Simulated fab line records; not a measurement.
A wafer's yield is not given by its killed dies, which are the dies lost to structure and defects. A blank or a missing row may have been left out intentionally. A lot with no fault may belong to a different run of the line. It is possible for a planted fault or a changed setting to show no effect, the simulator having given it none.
Comparing a struck lot with a sound one    flow sky130    43 out of 708 route steps
Sound: these wafers, L125.1, L125.4, L125.6. Struck: wafer L120.4; the same lot's L120.2 was not struck, so it is left out; see the end for the cause.
Order at every step that has rows: each side's tool, ch and its chambers, its first start. Under that, the readings that differ: sound wafers    struck wafers    difference of the means    sigmas: that difference in standard deviations of wafers without a fault.
alike: readings whose means differ by less than 2 such deviations, and words and numbers that are the same on both sides. not compared: withheld readings, readings that some wafer has no value for, bounds like >300 that may hide the same value, and numbers for which the record gives no deviation and whose values overlap.
The two part at a step that has a row with sigmas, a row that says differs or no value, or rows on one side only. Numbers that don't overlap but have no deviation are shown without sigmas and don't part them. Lack of a reading on every wafer of one side parts them only where that side has two or more wafers.

SKY_VIA2_ETCH_15: etches SiO2 in C4F8/O2/Ar, stops on TiN, target depth 546 nm, time 84 s.
  sound on rie diel-03 ch 0,3, day 40 05:46; struck on rie diel-04 ch 3, day 39 04:26
  alike: bias w, chamber pressure mTorr, oes product au
  not compared: rf hours counter h
then, 4 steps without rows for these wafers: SKY_VIA2_STRIP_16 (strips in O2/N2); SKY_VIA2_STRIP_17 (strips in post etch residue remover, time 1200 s); SKY_VIA2_CLEAN_18 (cleans in IPA, time 180 s); SKY_VIA2_CLEAN_19 (cleans in O3/DIW).
SKY_VIA2_SPUTTER_20: material TiN, target thk 20 nm, time 80 s.
  sound on pvd sputter-01 at day 40 06:26; struck on pvd sputter-03 at day 39 05:05
  alike: throttle valve pct
then, 1 step without rows for these wafers: SKY_VIA2_CVD_21 (deposits W, target thk 420 nm, time 126.4 s).
SKY_VIA2_RS_MEAS_22: a four-point-probe measurement.
  sound on film metro-04 at day 40 06:37; struck on film metro-04 at day 39 05:18
  alike: VIA2_W_RS
SKY_VIA2_THK_MEAS_23: measures by xrf.
  sound on film metro-04 at day 40 06:44; struck on film metro-04 at day 39 05:25
  alike: VIA2_W_THK
SKY_VIA2_CMP_24: polishes, stops on SiO2, t overpolish 20 s, target thk 0 nm.
  sound on cmp-01 ch 1,2, day 40 06:48; struck on cmp-01 ch 3, day 39 05:28
  alike: motor current A, overpolish run s, time to endpoint s
SKY_METAL3_SPUTTER_00: material Ti, target thk 15 nm, time 10 s.
  sound on pvd sputter-02 at day 40 07:06; struck on pvd sputter-01 at day 39 05:46
  alike: throttle valve pct
then, 1 step without rows for these wafers: SKY_METAL3_SPUTTER_01 (material TiN, target thk 20 nm, time 16.7 s).
SKY_METAL3_SPUTTER_02: material AlCu, target thk 735 nm, time 39.1 s.
  sound on pvd sputter-02 at day 40 07:09; struck on pvd sputter-01 at day 39 05:49
reading                                      sound              struck  difference  sigmas
model.AlCu_of_METAL3_SPUTTER_02.thk nm (nm)  732.8 730.1 724.6  1166    +437        
  alike: throttle valve pct
then, 3 steps without rows for these wafers: SKY_METAL3_SPUTTER_03 (material Ti, target thk 5 nm, time 3.3 s); SKY_METAL3_SPUTTER_04 (material TiN, target thk 70 nm, time 58.3 s); SKY_CAPM_CVD_00 (deposits SiO2, target thk 15.5 nm).
SKY_CAPM_THK_MEAS_01:
  sound on film metro-02 at day 40 07:16; struck on film metro-01 at day 39 05:57
  alike: CAPM_CVD_00_THK
then, 1 step without rows for these wafers: SKY_CAPM_SPUTTER_02 (material TiN, target thk 200 nm, time 166.7 s).
SKY_CAPM_RS_MEAS_03: a four-point-probe measurement.
  sound on film metro-02 at day 40 07:26; struck on film metro-03 at day 39 06:08
  alike: CAPM_TIN_RS
SKY_CAPM_THK_MEAS_04: measures by xrf.
  sound on film metro-02 at day 40 07:34; struck on film metro-03 at day 39 06:14
reading            sound              struck  difference  sigmas
CAPM_TIN_THK (nm)  196.7 198.3 197.1  202.3   +4.9        +2
then, 7 steps without rows for these wafers: SKY_CAPM_DEHYDRATE_05 (time 60 s); SKY_CAPM_HMDS_06 (prime time 60 s); SKY_CAPM_COAT_07 (resist thk 1140 nm); SKY_CAPM_SOFTBAKE_08 (time 60 s); SKY_CAPM_EXPOSE_09 (exposes mask CAPM, target cd 1000 nm); SKY_CAPM_PEB_10; SKY_CAPM_DEVELOP_11 (develop time 60 s).
SKY_CAPM_OVL_MEAS_12:
  sound on overlay-01 at day 41 08:01; struck on overlay-01 at day 40 06:14
  alike: CAPM_OVL
then, 1 step without rows for these wafers: SKY_CAPM_METAL_ETCH_13 (etches TiN in Cl2/BCl3, stops on SiO2, target depth 220 nm, time 62.9 s).
SKY_CAPM_STRIP_14: strips in O2/N2.
  sound on plasma asher-01 ch 0,1, day 41 08:08; struck on plasma asher-01 ch 1, day 40 06:20
  alike: chamber pressure mTorr, drypump motor current A, oes product au, strip time to endpoint s
  not compared: rf hours counter h
then, 11 steps without rows for these wafers: SKY_CAPM_STRIP_15 (strips in post etch residue remover, time 1200 s); SKY_CAPM_CLEAN_16 (cleans in IPA, time 180 s); SKY_CAPM_CLEAN_17 (cleans in O3/DIW); SKY_METAL3_DEHYDRATE_05 (time 60 s); SKY_METAL3_HMDS_06 (prime time 60 s); SKY_METAL3_COAT_07 (resist thk 60 nm); SKY_METAL3_COAT_08 (resist thk 1140 nm); SKY_METAL3_SOFTBAKE_09 (time 90 s); SKY_METAL3_EXPOSE_10 (exposes mask MM3, target cd 300 nm); SKY_METAL3_PEB_11; SKY_METAL3_DEVELOP_12 (develop time 60 s).
SKY_METAL3_CD_MEAS_13: the cd target is 300 nm.
  sound on cd sem-02 at day 42 08:41; struck on cd sem-02 at day 41 07:04
  alike: cd nm
SKY_METAL3_METAL_ETCH_18: etches the open film in Cl2/BCl3, stops on SiO2, target depth 845 nm, time 183.1 s.
  sound on rie metal-04 ch 0,1, day 42 08:59; struck on rie metal-04 ch 1, day 41 07:20
reading                sound              struck  difference  sigmas
oes product au (a.u.)  0.859 0.862 0.865  1.020   +0.158      +27
  alike: bias w, chamber pressure mTorr, drypump motor current A, throttle valve pct
  not compared: rf hours counter h

WHERE THEY PART
At SKY_CAPM_THK_MEAS_04 first; at SKY_METAL3_METAL_ETCH_18 last (within this record only).

WHY: what the simulator had put in
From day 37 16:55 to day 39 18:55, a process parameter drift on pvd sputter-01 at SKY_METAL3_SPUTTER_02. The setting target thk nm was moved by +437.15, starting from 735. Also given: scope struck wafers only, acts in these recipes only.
